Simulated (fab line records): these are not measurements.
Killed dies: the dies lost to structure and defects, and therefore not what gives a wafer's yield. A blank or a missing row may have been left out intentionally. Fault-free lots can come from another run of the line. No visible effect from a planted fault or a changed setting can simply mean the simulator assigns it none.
Which tool was responsible?    flow sky130    Sampling: 14 lots, 42 wafers, 2 of 708 route steps

WHAT THE GAUGES READ, wafer by wafer
SKY_POLY_GATE_CD_MEAS_22. Usual: 148.5 nm for cd-nm, sd 3.
lot   measured      on         cd-nm (nm)         flag
L733  day 17 13:15  cd-sem-01  147.2 148.4 149.8  
L734  day 18 03:19  cd-sem-01  145.0 155.1 149.7  
L735  day 18 18:43  cd-sem-01  152.6 146.8 149.1  
L736  day 18 22:52  cd-sem-01  148.3 146.4 152.9  
L738  day 19 06:04  cd-sem-02  148.2 149.8 148.2  
L737  day 19 06:05  cd-sem-01  144.1 144.9 144.1  
L739  day 19 21:45  cd-sem-02  147.1 145.0 146.7  
L742  day 21 03:53  cd-sem-01  146.6 146.0 149.9  
L749  day 23 06:35  cd-sem-02  149.1 153.5 151.4  
L750  day 23 12:04  cd-sem-02  145.2 145.6 144.4  
L751  day 24 00:20  cd-sem-01  151.5 153.0 147.9  
L752  day 24 06:16  cd-sem-01  152.6 150.5 152.1  
L753  day 24 13:30  cd-sem-01  146.3 151.5 151.6  
L754  day 24 16:59  cd-sem-01  148.5 150.3 146.4  

EACH LOT AND THE TOOL THAT RAN IT (in order: tool; ch and the chambers of the sampled wafers; start)
lot   SKY_POLY_GATE_ETCH_17
L733  rie-si-01 ch 1,2,3, day 17 09:43
L734  rie-si-01 ch 1,2,3, day 18 01:46
L735  rie-si-01 ch 2,3, day 18 14:16
L736  rie-si-01 ch 0,2,3, day 18 18:42
L738  rie-si-02 ch 0,1,3, day 19 01:16
L737  rie-si-01 ch 0,1, day 19 02:13
L739  rie-si-02 ch 0,2,3, day 19 19:40
L742  rie-si-02 ch 1,3, day 21 01:52
L749  rie-si-01 ch 1,2, day 23 05:04
L750  rie-si-02 ch 0,2,3, day 23 10:31
L751  rie-si-01 ch 0,1,3, day 23 22:21
L752  rie-si-02 ch 1,2, day 24 04:43
L753  rie-si-01 ch 1,2,3, day 24 10:49
L754  rie-si-02 ch 1,2, day 24 15:28
- SKY_POLY_GATE_ETCH_17: etches poly-Si in HBr/Cl2, stops on SiO2, target depth 180 nm, time 70.5 s.

AS READ BY THE TOOLS THEMSELVES (means over the sampled wafers that have a number; for cases with no such wafer, the mark the record gives instead)
SKY_POLY_GATE_ETCH_17. Usual: chamber-pressure-mTorr 9.999 mTorr, standard deviation 0.013; drypump-motor-current-A 5.6 A, standard deviation 0.39; oes-product-au 0.984 a.u., standard deviation 0.01; throttle-valve-pct 33.685 %, standard deviation 0.0092.
lot   tool       chamber-pressure-mTorr (mTorr)  drypump-motor-current-A (A)  oes-product-au (a.u.)  throttle-valve-pct (%)  flag
L733  rie-si-01  9.996                           5.6                          0.987                  33.688                  
L734  rie-si-01  10.000                          5.6                          0.994                  33.696                  
L735  rie-si-01  10.001                          5.7                          0.987                  33.690                  
L736  rie-si-01  10.003                          6.1                          0.994                  33.688                  
L738  rie-si-02  10.013                          5.4                          0.976                  33.673                  
L737  rie-si-01  9.995                           5.8                          0.989                  33.696                  
L739  rie-si-02  10.012                          5.4                          0.986                  33.681                  
L742  rie-si-02  9.997                           5.5                          0.982                  33.684                  
L749  rie-si-01  9.997                           5.5                          0.981                  33.684                  
L750  rie-si-02  10.006                          5.4                          0.987                  33.691                  
L751  rie-si-01  9.991                           5.9                          0.982                  33.684                  
L752  rie-si-02  9.997                           5.4                          0.971                  33.679                  
L753  rie-si-01  10.012                          5.6                          0.986                  33.684                  
L754  rie-si-02  9.994                           5.4                          0.982                  33.690                  

THE ANSWER, worked out from the rows above alone
Rule: take the mean of a lot's wafers that have a number; if it is more than 3 standard deviations from the usual mean, the lot is off. A lot without any number at a reading at which 4 lots or more have one is off too. Any other lot the step has rows for is counted as sound. First the gauges in route order, then the tools' own readings, where a lot's mean is used as printed above. At the first step where some lot is off, the reading lying furthest off is the one used; lots without a number count as furthest.
No lot is off at any reading shown: from this, nothing can be told.

WHAT HAD BEEN PUT IN BY THE SIMULATOR
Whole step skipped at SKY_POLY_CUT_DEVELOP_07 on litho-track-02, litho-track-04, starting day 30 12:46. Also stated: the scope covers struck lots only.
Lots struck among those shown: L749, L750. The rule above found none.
